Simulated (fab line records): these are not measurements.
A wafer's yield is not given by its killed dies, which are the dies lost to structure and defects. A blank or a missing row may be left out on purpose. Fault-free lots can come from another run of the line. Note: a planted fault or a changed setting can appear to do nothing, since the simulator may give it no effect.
Which tool is to blame? -- flow sfq-line -- 13 lots, 39 wafers sampled, at 4 steps of a route of 325

## WHAT THE GAUGES READ, wafer by wafer
Not one reading of a measure or inspect step in the record can be checked against a usual standard deviation.

## WHAT TOOL EACH LOT RAN ON (gives the tool, then ch and the chambers of the sampled wafers, and finally the start)
lot,SFQ_TRILAYER_L0_VIA_BARC_OPEN_VIA_ETCH_021,SFQ_TRILAYER_I3_DEP_PECVD_081,SFQ_TRILAYER_M6_STRIP_STRIP_163,SFQ_TRILAYER_I6_VIA_BARC_OPEN_VIA_ETCH_235
L570,"rie-diel-04 ch 0,2, day 7 21:50","pecvd-01 ch 0,2, day 35 11:22","rie-metal-03 ch 0, day 62 04:00","rie-diel-02 ch 2,3, day 63 00:13"
L573,"rie-diel-03 ch 0,3, day 8 20:38","pecvd-03 ch 1,2, day 39 00:42","rie-metal-03 ch 0,1, day 62 11:12","rie-diel-02 ch 1,2, day 63 04:49"
L574,"rie-diel-03 ch 1,2, day 9 01:34","pecvd-02 ch 0,1, day 39 09:19","rie-metal-04 ch 0,1, day 62 13:48","rie-diel-03 ch 0,1, day 63 06:01"
L575,"rie-diel-04 ch 0,3, day 9 05:10","pecvd-03 ch 1,2, day 39 18:55","rie-metal-01 ch 0,1, day 62 14:48","rie-diel-02 ch 1,2,3, day 63 07:13"
L576,"rie-diel-04 ch 1,2, day 9 11:10","pecvd-03 ch 1,2, day 40 00:31","rie-metal-04 ch 0,1, day 62 18:24","rie-diel-03 ch 0,2,3, day 63 09:41"
L580,"rie-diel-04 ch 0,2,3, day 10 03:58","pecvd-03 ch 0,2, day 46 12:59","rie-metal-03 ch 0,1, day 73 04:47","rie-diel-03 ch 1,2,3, day 76 14:52"
L583,"rie-diel-02 ch 1,3, day 11 05:17","pecvd-03 ch 0,1, day 47 08:11","rie-metal-03 ch 0,1, day 73 08:23","rie-diel-03 ch 0,1,2, day 76 20:52"
L588,"rie-diel-03 ch 0,2, day 13 10:11","pecvd-02 ch 0,2, day 47 14:29","rie-metal-03 ch 0,1, day 78 04:41","rie-diel-03 ch 0,2,3, day 80 22:55"
L589,"rie-diel-03 ch 0,1,3, day 13 23:23","pecvd-02 ch 0,1,2, day 54 14:40","rie-metal-01 ch 0,1, day 78 18:02","rie-diel-04 ch 1,2,3, day 81 18:07"
L590,"rie-diel-02 ch 0,3, day 14 00:35","pecvd-01 ch 1,2, day 54 17:04","rie-metal-03 ch 1, day 78 19:14","rie-diel-03 ch 1,2,3, day 81 19:19"
L591,"rie-diel-02 ch 0,1,3, day 14 06:55","pecvd-02 ch 0,1,2, day 54 20:40","rie-metal-03 ch 0,1, day 78 22:59","rie-diel-02 ch 1,2,3, day 82 02:31"
L592,"rie-diel-03 ch 1,2,3, day 14 15:19","pecvd-02 ch 0,1,2, day 55 12:16","rie-metal-03 ch 0,1, day 79 02:32","rie-diel-02 ch 1,2,3, day 82 12:07"
L593,"rie-diel-03 ch 2,3, day 14 20:07","pecvd-02 ch 1,2, day 55 21:52","rie-metal-04 ch 0,1, day 84 09:50","rie-diel-04 ch 0,1,3, day 84 17:33"
- SFQ_TRILAYER_L0_VIA_BARC_OPEN_VIA_ETCH_021: etches BARC in O2, target depth 125 nm, time 41.7 s.
- SFQ_TRILAYER_I3_DEP_PECVD_081: deposits SiO2 from SiH4/N2O, time 111.11 s, target thk 500 nm.
- SFQ_TRILAYER_M6_STRIP_STRIP_163: strips in O2.
- SFQ_TRILAYER_I6_VIA_BARC_OPEN_VIA_ETCH_235: etches BARC in O2, target depth 125 nm, time 41.7 s.

## WHAT THE TOOLS THEMSELVES READ (means of the sampled wafers that have a number; where no wafer has one, the mark that the record gives instead)
SFQ_TRILAYER_L0_VIA_BARC_OPEN_VIA_ETCH_021.
lot,tool,drypump-motor-current-A (A),oes-product-au (a.u.),run-length-s (s)
L570,rie-diel-04,6.1,0.687,69.8
L573,rie-diel-03,6.5,0.691,70.4
L574,rie-diel-03,6.3,0.684,70.0
L575,rie-diel-04,5.9,0.683,70.3
L576,rie-diel-04,6.2,0.684,70.0
L580,rie-diel-04,5.9,0.683,70.8
L583,rie-diel-02,5.6,0.686,69.9
L588,rie-diel-03,6.6,0.686,70.1
L589,rie-diel-03,6.4,0.678,70.3
L590,rie-diel-02,5.2,0.690,69.3
L591,rie-diel-02,5.5,0.689,69.6
L592,rie-diel-03,6.2,0.683,70.1
L593,rie-diel-03,6.2,0.684,69.8

SFQ_TRILAYER_I3_DEP_PECVD_081.
lot,tool,chamber-pressure-Torr (Torr),heater-power-w (W),showerhead-vpp-V (V),throttle-valve-pct (%)
L570,pecvd-01,2.402,69,816,25.9
L573,pecvd-03,2.397,87,875,24.8
L574,pecvd-02,2.397,109,850,23.8
L575,pecvd-03,2.404,85,872,24.7
L576,pecvd-03,2.399,88,896,24.4
L580,pecvd-03,2.406,84,899,24.5
L583,pecvd-03,2.402,74,840,25.1
L588,pecvd-02,2.401,79,853,24.2
L589,pecvd-02,2.399,85,850,25.2
L590,pecvd-01,2.397,101,810,23.9
L591,pecvd-02,2.396,85,847,25.2
L592,pecvd-02,2.393,85,851,25.2
L593,pecvd-02,2.404,60,846,25.9

SFQ_TRILAYER_M6_STRIP_STRIP_163.
lot,tool,drypump-motor-current-A (A),oes-product-au (a.u.),platen-temp-c (C)
L570,rie-metal-03,5.56,1.000,40.06
L573,rie-metal-03,5.76,1.000,39.94
L574,rie-metal-04,5.71,1.005,40.08
L575,rie-metal-01,5.77,1.010,39.99
L576,rie-metal-04,5.53,1.005,39.98
L580,rie-metal-03,5.76,1.002,40.02
L583,rie-metal-03,5.94,1.009,39.96
L588,rie-metal-03,5.76,1.002,39.99
L589,rie-metal-01,5.84,1.002,39.91
L590,rie-metal-03,6.10,0.997,40.02
L591,rie-metal-03,5.92,1.008,40.03
L592,rie-metal-03,5.73,1.001,40.05
L593,rie-metal-04,5.52,1.004,39.96

SFQ_TRILAYER_I6_VIA_BARC_OPEN_VIA_ETCH_235.
lot,tool,drypump-motor-current-A (A),oes-product-au (a.u.),run-length-s (s)
L570,rie-diel-02,6.0,0.684,70.1
L573,rie-diel-02,6.1,0.689,69.9
L574,rie-diel-03,6.3,0.683,70.2
L575,rie-diel-02,5.8,0.683,70.1
L576,rie-diel-03,6.4,0.685,69.9
L580,rie-diel-03,6.2,0.683,70.0
L583,rie-diel-03,6.5,0.688,70.3
L588,rie-diel-03,6.4,0.681,70.0
L589,rie-diel-04,6.0,0.688,69.6
L590,rie-diel-03,6.2,0.689,69.9
L591,rie-diel-02,5.8,0.682,70.0
L592,rie-diel-02,5.8,0.684,70.0
L593,rie-diel-04,6.0,0.682,70.0

## THE ANSWER, worked out from the rows above alone
Rule: what is usual is taken from the lots themselves. Put in order of their means at a reading, lots are off if they are a third of the lots or fewer, leave a main group of 4 or more, and stand apart from it by a gap of 3 or more times the standard deviation of the main group's means; of several such gaps the widest counts. The tables above print the reading to a certain number of digits; a main group whose means all agree to those digits is not used. A lot without any number at a reading at which 4 lots or more have one is off too. Any other lot the step has rows for is counted as sound. The gauges are gone through in route order, then the tools' own readings, and for those a lot's mean is taken as printed above. At the first step where some lot is off, the reading lying furthest off is the one used; lots without a number count as furthest.
No lot is off at any reading shown: from this, nothing can be told.

## WHAT THE SIMULATOR PUT IN
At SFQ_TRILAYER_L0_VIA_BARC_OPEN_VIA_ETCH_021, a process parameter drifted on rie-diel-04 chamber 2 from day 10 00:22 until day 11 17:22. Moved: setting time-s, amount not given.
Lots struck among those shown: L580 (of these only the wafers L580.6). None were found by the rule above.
